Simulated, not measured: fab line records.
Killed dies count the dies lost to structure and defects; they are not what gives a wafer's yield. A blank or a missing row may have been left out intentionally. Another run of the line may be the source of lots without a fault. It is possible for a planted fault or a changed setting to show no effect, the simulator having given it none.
Matching of chambers    flow gf180mcu    GF_V1_CMP_26 on cmp-01 has 4 sister chambers
The step polishes, stops on SiO2, t overpolish 15 s, target thk 0 nm. 16 wafers are shown with their chamber, then 7 later ones without.

## WAFERS WITH THEIR CHAMBER
wafer   chamber  motor current A (A)  overpolish run s (s)  time to endpoint s (s)
L950.2  1        10.6                 14.994                88
L950.5  0        10.8                 15.004                88
L950.6  3        11.6                 14.996                89
L953.1  1        10.9                 15.007                93
L953.5  2        12.5                 14.994                98
L953.6  1        10.0                 15.007                95
L955.1  2        12.3                 14.993                100
L955.3  1        10.7                 15.014                97
L955.4  3        11.3                 15.000                100
L961.4  2        11.9                 14.992                96
L961.5  0        11.1                 14.986                94
L961.6  1        10.2                 15.012                88
L964.2  2        12.1                 15.007                91
L964.6  1        10.5                 14.997                91
L965.2  3        11.2                 15.003                93
L965.4  1        10.7                 15.005                92

SIGNATURES, as means of the wafers listed above
reading             chamber 0  chamber 1  chamber 2  chamber 3  scatter within a chamber
motor current A     10.950     10.514     12.200     11.367     0.277
overpolish run s    14.99500   15.00514   14.99650   14.99967   0.00741
time to endpoint s  91.00      92.00      96.25      94.00      4.01
Rule: a wafer lies at a distance from a chamber equal to the root of the sum of squares, over the readings, of (its reading less the chamber's mean, divided by the reading's scatter). The wafer belongs to the nearest chamber; if the next one is less than 2 further off, it can't be placed. The scatter: the root of (the sum of the squares of (reading less its chamber's mean) over the shown wafers, divided by (wafers less chambers)).

## WAFERS WITHOUT THEIR CHAMBER
wafer   motor current A (A)  overpolish run s (s)  time to endpoint s (s)
L965.6  11.9                 14.995                97
L966.1  11.2                 15.005                93
L966.3  11.8                 15.005                95
L966.6  10.7                 14.995                90
L970.2  11.1                 15.002                95
L970.3  10.0                 14.995                90
L970.6  11.5                 15.002                94

## CHAMBER TAKEN BY EACH
wafer   from the rows above           in truth
L965.6  can't be placed: 2 or 3       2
L966.1  can't be placed: 3 or 0 or 1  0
L966.3  can't be placed: 3 or 2 or 0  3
L966.6  can't be placed: 0 or 1 or 3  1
L970.2  can't be placed: 3 or 0 or 1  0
L970.3  can't be placed: 1 or 0       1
L970.6  can't be placed: 3 or 0       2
Placed correctly: 0 of 7. Can't be placed from these rows: 7 (the true chamber is among the candidates in 6). Placed wrongly: 0.
